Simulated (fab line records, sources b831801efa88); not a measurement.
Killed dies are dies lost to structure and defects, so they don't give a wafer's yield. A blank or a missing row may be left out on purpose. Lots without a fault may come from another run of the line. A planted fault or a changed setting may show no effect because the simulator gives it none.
fab line records | flow sfq_line
record lots=6 wafers=18 last_day=96
route steps=325 shown I1@73
lots that met no fault: from a run of the same line without faults
start_h: hours from the record's first day to the start of the lot's first wafer shown | wait_h: hours since the lot's step before | " the same as in the row above | L1.1+2: a row that stands for several wafers | - no value, or no start given | * or withheld: withheld | < > ~ a bound
route shown NAME@n: a module of which the file shows steps, and the number in the route of the first | usual: mean/standard deviation of fault-free wafers | same: alike in all rows | chamber/n: place in a boat | sites: the reading at each site | _std_site: their standard deviation | _edge_site: outer sites' mean less inner sites' | radius_mm: how far each site lies from the wafer's centre | mask NAME#n: copy n | behind: the tool/chamber that last shaped the wafer | hold: why the lot was held/for how many hours/how that ended | device: the transistor (n, p or np) that didn't switch | end of line: the same wafers' tests at the end of the route | a step without rows: its recipe alone | killed: dies lost to structure and defects at the first sort, not the wafer's yield | map: a wafer's dies, x killed, . not, _ none there
set.NAME: the setting as run; set.NAME@STEP: as run at that earlier step | model.NAME: the simulator's own value behind a step, which no gauge read
lots at some steps of the route; a table a step, a row a wafer
services: from which hour (start_h, from the record's first day; less than 0 if before it) a tool's chamber was out of use, for how many hours, and why
## steps
# step SFQ_TRILAYER_I1_DEP_PECVD_045
# recipe material=SiO2 temp_c=150 time_s=111.11 pressure_torr=2.4 rf_w=183.3 precursor=SiH4/N2O target_thk_nm=500
# usual heater_power_w=90/20 throttle_valve_pct=24.2/0.78
# columns lot.wafer tool chamber start_h wait_h heater_power_w throttle_valve_pct
L442.2 pecvd-04 1 556.47 0.0 117 25.5
L442.3 " 0 " " 79 26.1
L442.4 " 0 " " 82 26.3
L449.2 pecvd-01 0 648.60 0.0 86 25.0
L449.3 " 1 " " 86 24.8
L449.4 " 0 " " 90 24.6
L451.2 pecvd-04 2 672.28 0.0 96 24.7
L451.3 " 1 " " 135 22.7
L451.5 " 0 " " 75 23.6
L458.3 pecvd-04 1 730.13 0.0 132 23.1
L458.5 " 1 " " 135 22.9
L458.6 " 2 " " 91 24.5
L459.3 pecvd-04 1 738.53 0.0 127 23.1
L459.4 " 1 " " 132 22.5
L459.5 " 0 " " 85 24.4
L464.1 pecvd-04 1 800.20 0.0 128 23.0
L464.2 " 0 " " 76 24.1
L464.3 " 2 " " 84 24.6
# step SFQ_TRILAYER_I1_CMP_CMP_046
# recipe material=SiO2 down_force_psi=3 platen_rpm=60 pad_velocity_m_s=0.94248
# usual edge_zone_pressure_frac=1.000/0.0051 motor_current_A=10.1/1.1 slurry_filter_dp_kPa=13.50/0.14 time_to_endpoint_s=213/6.9
# columns lot.wafer tool chamber start_h wait_h edge_zone_pressure_frac motor_current_A slurry_filter_dp_kPa time_to_endpoint_s
L442.2 cmp-02 0 557.01 0.5 0.999 8.3 13.33 202
L442.3 " 1 " " 0.998 10.9 13.50 205
L442.4 " 3 558.51 2.0 0.994 9.3 13.53 218
L449.3 cmp-01 3 648.68 0.0 1.007 10.5 13.60 220
L449.4 " 0 " " 1.001 9.3 13.49 223
L449.2 " 2 650.18 1.5 0.997 10.3 13.76 220
L451.2 cmp-02 0 672.36 0.0 0.999 8.6 13.30 211
L451.3 " 3 673.86 1.5 0.991 9.6 13.24 214
L451.5 " 1 674.86 2.5 0.999 11.8 13.57 217
L458.3 cmp-01 3 731.21 1.0 0.993 10.3 13.49 205
L458.5 " 1 732.21 2.0 0.996 9.6 13.45 209
L458.6 " 2 " " 0.997 10.5 13.48 213
L459.4 cmp-02 0 738.61 0.0 1.000 8.6 13.54 216
L459.3 " 2 739.61 1.0 0.999 11.6 13.38 204
L459.5 " 0 740.61 2.0 0.994 8.7 13.66 220
L464.2 cmp-01 2 806.88 6.6 1.005 10.6 13.40 209
L464.3 " 0 807.88 7.6 0.995 9.9 13.49 220
L464.1 " 1 " " 0.990 9.2 13.50 205
# step SFQ_I1_BOW_MEAS_912
# recipe mode=bow
# usual I1_BOW=1/8.4
# columns lot.wafer tool chamber start_h wait_h I1_BOW[um]
L442.2 film_metro-01 - 560.03 2.5 1
L442.3 " - " " 10
L442.4 " - " " 21
L449.2 film_metro-02 - 651.70 1.0 3
L449.3 " - " " -10
L449.4 " - " " -2
L451.2 film_metro-03 - 675.38 2.5 5
L451.3 " - " " -12
L451.5 " - " " 8
L458.3 film_metro-02 - 733.25 1.5 5
L458.5 " - " " -4
L458.6 " - " " -14
L459.3 film_metro-01 - 741.65 1.5 0
L459.4 " - " " 7
L459.5 " - " " -3
L464.1 film_metro-01 - 809.88 1.0 3
L464.2 " - " " -5
L464.3 " - " " 3
# step SFQ_TRILAYER_I1_METRO_MEASURE_047
# usual thk_nm=200.2/0.95
# columns lot.wafer tool chamber start_h wait_h thk_nm
L442.2 film_metro-01 - 560.33 0.3 199.4
L442.3 " - " " 200.2
L442.4 " - " " 199.8
L449.2 film_metro-02 - 652.00 0.3 202.3
L449.3 " - " " 201.9
L449.4 " - " " 202.7
L451.2 film_metro-03 - 675.68 0.3 200.8
L451.3 " - " " 199.5
L451.5 " - " " 199.7
L458.3 film_metro-02 - 733.73 0.5 200.4
L458.5 " - " " 199.9
L458.6 " - " " 200.0
L459.3 film_metro-01 - 742.13 0.5 200.4
L459.4 " - " " 200.6
L459.5 " - " " 200.4
L464.1 film_metro-01 - 810.00 0.1 199.7
L464.2 " - " " 200.2
L464.3 " - " " 198.8
# step SFQ_TRILAYER_I1_VIA_LITHO_COAT_054
# recipe resist=BARC spin_rpm=3000 resist_thk_nm=62
# step SFQ_TRILAYER_I1_VIA_LITHO_COAT_049
# recipe resist=KrF spin_rpm=3000 resist_thk_nm=650
# step SFQ_TRILAYER_I1_VIA_LITHO_SOFTBAKE_053
# recipe temp_c=withheld time_s=withheld resist=KrF
# step SFQ_TRILAYER_I1_VIA_LITHO_EXPOSE_050
# recipe mask_id=I1 na=0.6 source_shape=conventional sigma_outer=0.65 target_cd_nm=500 dose_mj=21.3
# step SFQ_TRILAYER_I1_VIA_LITHO_PEB_052
# recipe peb_temp_c=115 peb_time_s=60 resist=KrF
# step SFQ_TRILAYER_I1_VIA_LITHO_DEVELOP_051
# recipe time_s=60 resist=KrF
# step SFQ_I1_OVL_MEAS_913
# usual I1_OVL=0/4.5
# columns lot.wafer tool chamber start_h wait_h I1_OVL[nm]
L442.2 overlay-02 - 719.54 0.1 -3
L442.3 " - " " 4
L442.4 " - " " 3
L449.2 overlay-01 - 814.97 0.1 3
L449.3 " - " " 4
L449.4 " - " " 7
L451.2 overlay-01 - 829.37 0.1 -3
L451.3 " - " " -2
L451.5 " - " " -1
L458.3 overlay-02 - 887.41 0.1 2
L458.5 " - " " -5
L458.6 " - " " 3
L459.3 overlay-02 - 898.21 0.1 5
L459.4 " - " " 2
L459.5 " - " " 2
L464.1 overlay-02 - 944.06 0.1 -1
L464.2 " - " " 4
L464.3 " - " " -1
# step SFQ_TRILAYER_I1_VIA_BARC_OPEN_VIA_ETCH_071
# recipe mask_material=PR chemistry=O2 target_depth_nm=125 target=BARC source_w=500 bias_w=78.31 pressure_mtorr=30 time_s=41.7
# usual bias_w=78.33/0.23 drypump_motor_current_A=6.0/0.35 oes_product_au=0.686/0.0048 rf_fwd_power_W=495.1/1.8
# columns lot.wafer tool chamber start_h wait_h bias_w drypump_motor_current_A oes_product_au rf_fwd_power_W rf_hours_counter_h
L442.2 rie_diel-01 3 719.57 0.0 78.23 5.3 0.681 494.8 3
L442.3 " 1 " " 78.72 6.0 0.688 493.5 17
L442.4 " 0 " " 78.61 5.4 0.692 496.7 2
L449.2 rie_diel-02 1 815.00 0.0 78.31 5.7 0.682 495.0 7
L449.3 " 0 " " 78.04 6.1 0.685 491.4 4
L449.4 " 3 " " 78.09 6.4 0.691 495.5 -
L451.2 rie_diel-02 0 829.40 0.0 77.65 6.1 0.692 493.9 4
L451.3 " 1 " " 78.53 5.7 0.682 497.7 8
L451.5 " 1 " " 78.76 5.7 0.681 498.9 -
L458.3 rie_diel-02 2 887.43 0.0 78.33 6.3 0.687 492.6 1
L458.5 " 0 " " 78.51 6.1 0.686 493.1 -
L458.6 " 3 " " 78.30 6.4 0.690 495.6 -
L459.3 rie_diel-02 2 898.23 0.0 78.39 6.2 0.689 495.8 1
L459.4 " 3 " " 78.25 6.4 0.681 495.8 3
L459.5 " 3 " " 78.25 6.4 0.688 495.3 -
L464.1 rie_diel-02 3 944.10 0.0 78.12 6.4 0.685 495.0 4
L464.2 " 2 " " 78.52 6.2 0.681 496.3 1
L464.3 " 0 " " 78.20 6.1 0.688 495.7 5
# step SFQ_TRILAYER_I1_VIA_ETCH_VIA_ETCH_052
# recipe target=SiO2 stop_on=Nb mask_material=PR taper_deg=20 chemistry=CHF3 target_depth_nm=260 source_w=500 bias_w=80 pressure_mtorr=30 time_s=withheld
# usual bias_w=79.98/0.24 drypump_motor_current_A=6.0/0.35 oes_product_au=0.855/0.0055 rf_fwd_power_W=498.2/1.6
# columns lot.wafer tool chamber start_h wait_h bias_w drypump_motor_current_A oes_product_au rf_fwd_power_W model.KrF_of_TRILAYER_I1_VIA_LITHO_COAT_049.thk_nm
L442.2 rie_diel-01 3 719.61 0.0 79.91 5.3 0.856 497.7 529.7
L442.3 " 1 " " 80.02 6.0 0.854 497.4 529.5
L442.4 " 0 " " 80.09 5.5 0.847 496.2 531.7
L449.2 rie_diel-02 1 815.04 0.0 79.95 5.7 0.855 419.8 530.8
L449.3 " 0 " " 80.27 6.1 0.862 418.4 528.3
L449.4 " 3 " " 79.61 6.4 0.859 419.0 530.1
L451.2 rie_diel-02 0 829.44 0.0 79.77 6.1 0.860 418.8 534.3
L451.3 " 1 " " 80.21 5.7 0.852 418.8 533.3
L451.5 " 1 " " 80.11 5.7 0.848 419.7 533.7
L458.3 rie_diel-02 2 887.47 0.0 80.37 6.3 0.863 497.0 529.3
L458.5 " 0 " " 79.90 6.1 0.855 498.1 526.2
L458.6 " 3 " " 79.93 6.4 0.854 498.8 527.8
L459.3 rie_diel-02 2 898.27 0.0 80.17 6.3 0.851 497.6 524.4
L459.4 " 3 " " 79.73 6.4 0.846 497.5 526.6
L459.5 " 3 " " 79.32 6.4 0.856 494.5 525.8
L464.1 rie_diel-02 3 944.14 0.0 79.94 6.4 0.851 496.7 532.3
L464.2 " 2 " " 80.21 6.2 0.850 497.4 530.1
L464.3 " 0 " " 80.43 6.1 0.848 497.7 532.5
# step SFQ_TRILAYER_I1_VIA_STRIP_STRIP_053
# recipe gas=O2 power_w=200 platen_temp_c=40 overash_fraction=0.65 chemistry=O2 pressure_mtorr=50
# usual drypump_motor_current_A=5.90/0.27 oes_product_au=1.000/0.0085
# same overash_fraction=0.65
# columns lot.wafer tool chamber start_h wait_h drypump_motor_current_A oes_product_au rf_hours_counter_h
L442.2 rie_metal-01 1 719.72 - 5.89 0.998 50
L442.3 " 0 " " 5.65 1.010 -
L442.4 " 1 " " 5.87 1.009 -
L449.2 rie_metal-01 0 815.15 - 5.64 1.005 31
L449.3 " 1 " " 5.89 1.015 -
L449.4 " 0 " " 5.65 1.005 -
L451.2 rie_metal-03 0 829.55 - 6.34 0.998 49
L451.3 " 0 " " 6.33 0.996 -
L451.5 " 0 " " 6.33 0.993 -
L458.3 rie_metal-03 1 887.78 - 5.81 0.991 -
L458.5 " 0 " " 6.34 0.998 -
L458.6 " 1 " " 5.84 0.997 -
L459.3 rie_metal-01 0 898.58 - 5.65 0.994 -
L459.4 " 1 " " 5.90 1.001 -
L459.5 " 1 " " 5.88 1.009 -
L464.1 rie_metal-04 0 944.25 - 5.69 0.983 100
L464.2 " 0 " " 5.69 0.987 -
L464.3 " 0 " " 5.68 0.983 -
## services
# columns tool chamber start_h hours kind
cmp-02 - 538.24 6.2 repair
cmp-02 - 542.49 11.5 repair
pecvd-04 - 563.75 14.0 pm
cmp-02 - 575.15 4.0 pm
film_metro-01 - 576.70 1.0 pm
rie_metal-01 - 583.15 0.7 repair
pecvd-04 - 591.83 5.5 pm
cmp-01 - 594.09 1.9 repair
cmp-01 - 594.64 0.8 repair
rie_diel-02 - 596.19 4.1 repair
cmp-02 - 632.84 0.8 repair
film_metro-01 - 637.45 0.7 pm
cmp-02 - 658.15 2.6 repair
cmp-02 - 660.71 6.4 pm
pecvd-04 - 666.21 0.8 repair
rie_diel-02 3 679.75 4.4 repair
cmp-02 - 687.85 1.1 repair
cmp-02 - 719.28 7.9 pm
film_metro-01 - 720.16 0.3 pm
rie_diel-02 0 736.79 8.1 repair
film_metro-01 - 738.99 0.5 pm
rie_diel-02 - 744.42 2.5 repair
rie_diel-02 0 860.60 1.9 repair
pecvd-04 0 880.66 27.1 repair
## key
first_sign step=SFQ_TRILAYER_I1_VIA_ETCH_VIA_ETCH_052 reading=rf_fwd_power_W direction=down sigmas=50 usual=498.2 struck=419.1
effect none on later readings
model_effect step=SFQ_TRILAYER_I1_VIA_ETCH_VIA_ETCH_052 value=KrF_of_TRILAYER_I1_VIA_LITHO_COAT_049.thk_nm without=529 struck=531.7
met_at SFQ_TRILAYER_I1_VIA_ETCH_VIA_ETCH_052
struck_wafers L449.2,L449.3,L449.4,L451.2,L451.3,L451.5
fault kind=process_parameter_drift tool=rie_diel-02 chamber=- onset_h=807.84 steps=SFQ_TRILAYER_I1_VIA_ETCH_VIA_ETCH_052 channel=source_w offset=-80 shape=step end_h=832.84 acts_in=these_recipes_only stated=500
